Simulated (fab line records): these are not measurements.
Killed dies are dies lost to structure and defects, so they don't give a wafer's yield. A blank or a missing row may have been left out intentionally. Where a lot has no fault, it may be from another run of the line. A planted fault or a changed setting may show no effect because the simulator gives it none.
Problem report, 8D (eight disciplines) form, completed by code :: flow sky130 :: the parts of the form that need people (team, actions taken, sign-off) are left out

## 1. THE PROBLEM
At SKY_CONTACT_ETCH_18, rf_fwd_power_W averages 497.9 W over 3 wafers from 2 lots, while fault-free wafers read 593.3 W, standard deviation 2.5. Relative to the usual mean, that is a shift of -38 standard deviations.
The step: etches Si3N4 in CHF3/O2, stops on TiN, time 39 s, target depth 75 nm.
Seen first at day 37 03:00 on rie_diel-02, wafer L574.4. At this step, 42 wafers from 14 lots have a number in the record. Rule for "out", or "out of limits": more than 4 standard deviations from the usual mean. The other wafers with a number count as sound.

## 2. WHAT IT IS, AND WHAT IT ISN'T
question: which readings at this step
is: rf_fwd_power_W
is not: chf3_flow_sccm, drypump_motor_current_A, throttle_valve_pct

question: which lots
is: L574, L575
is not: L558, L559, L560, L561, L562, L563, L564, L565, L567, L571, L578, L579

question: which wafers of those lots
is: L574.4, L574.6, L575.6
is not: L574.5, L575.1, L575.2

question: read on which tools
is: rie_diel-02
is not: rie_diel-03, rie_diel-04

question: when
is: from day 37 03:00
is not: up to then (31 sound wafers); but 8 sound wafers of L575, L578, L579 came after

## 3. THE SUSPECTS, EACH WITH WHAT RULES IT OUT
Counting: a tool at a process step up to the reading stays a suspect if it ran every lot that is out. Sound lots after the first of them don't rule it out here, since some wafers of a struck lot are sound.
- rie_diel-02 at SKY_CONTACT_ETCH_18 (etches Si3N4 in CHF3/O2, stops on TiN, time 39 s, target depth 75 nm): kept. It processed each lot that is out (first: L574, day 37 03:00); up to then, its last sound lot is L571 (day 36 12:00). Its own rf_fwd_power_W readings are out on those wafers.
- Within rie_diel-02 at SKY_CONTACT_ETCH_18: the wafers that are out ran in chamber 2; their sound lot-mates ran in chambers 0, 1, 3.
The count leaves rie_diel-02 at SKY_CONTACT_ETCH_18.

## 4. THE CAUSE (what the simulator had put in)
rie_diel-02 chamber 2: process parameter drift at SKY_CONTACT_ETCH_18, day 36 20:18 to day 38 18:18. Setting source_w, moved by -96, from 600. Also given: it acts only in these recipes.
Only this tool survived the counting.

## 5. THE EFFECT CHAIN, in route order
Each row: a reading whose mean over the struck wafers that have a number lies more than 3 standard deviations from the usual. Only readings for which the record gives a usual standard deviation are gone through. hours: the time from each lot's start at the first step in this table that gives one to its start at this step, as a median over the lots. sigmas: the change in usual standard deviations.
hours: 0
step: SKY_CONTACT_ETCH_18
reading: rf_fwd_power_W
usual: 593.3 W
on struck wafers: 497.9
change: -95.4
sigmas: -38
Its process steps:
- SKY_CONTACT_ETCH_18: etches Si3N4 in CHF3/O2, stops on TiN, time 39 s, target depth 75 nm.

## 6. HOW IT WOULD HAVE BEEN CAUGHT EARLIER
In this record no reading fell out of limits until day 37 03:00, 7 hours after the fault had begun at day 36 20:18.
